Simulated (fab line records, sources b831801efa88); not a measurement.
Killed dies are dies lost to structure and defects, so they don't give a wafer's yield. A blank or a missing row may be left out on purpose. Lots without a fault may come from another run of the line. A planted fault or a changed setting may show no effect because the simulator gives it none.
Chamber matching | flow gf180mcu | GF_CONTACT_CMP_27 on cmp-02: 4 sister chambers
The step polishes, stops on SiO2, t overpolish 15 s, target thk 0 nm. 4 wafers are shown with their chamber, then 10 later ones without.

WAFERS WITH THEIR CHAMBER
wafer  | chamber | motor_current_A (A)
L204.3 | 2       | 11.4
L205.4 | 1       | 10.6
L210.3 | 3       | 10.7
L210.5 | 0       | 12.0

WAFERS WITHOUT THEIR CHAMBER
wafer  | motor_current_A (A)
L210.6 | 11.8
L209.1 | 11.9
L209.4 | 10.6
L209.6 | 11.9
L211.1 | 10.4
L211.2 | 11.8
L211.4 | 10.9
L213.3 | 10.9
L213.4 | 11.5
L213.6 | 10.0

WHICH CHAMBER EACH WENT THROUGH
wafer  | from the rows above          | in truth
L210.6 | can't be placed: 0 or 2      | 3
L209.1 | can't be placed: 0 or 2      | 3
L209.4 | can't be placed: 1 or 3      | 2
L209.6 | can't be placed: 0 or 2      | 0
L211.1 | can't be placed: 1 or 3      | 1
L211.2 | can't be placed: 0 or 2      | 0
L211.4 | can't be placed: 3 or 1 or 2 | 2
L213.3 | can't be placed: 3 or 1 or 2 | 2
L213.4 | can't be placed: 2 or 0      | 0
L213.6 | can't be placed: 1 or 3      | 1
Placed correctly: 0 of 10. Can't be placed from these rows: 10 (the true chamber is among the candidates in 7). Placed wrongly: 0.
How it was worked out, from the rows above alone: a wafer's distance from a chamber is the root of the sum, over the readings, of the square of ((its reading less the chamber's mean) divided by the reading's scatter). The wafer belongs to the nearest chamber; if the next one is less than 2 further off, it can't be placed. A chamber's mean is the mean of its shown wafers. The scatter: with one shown wafer a chamber, the root of the mean of the squares of how far each hidden wafer lies from its nearest shown one.
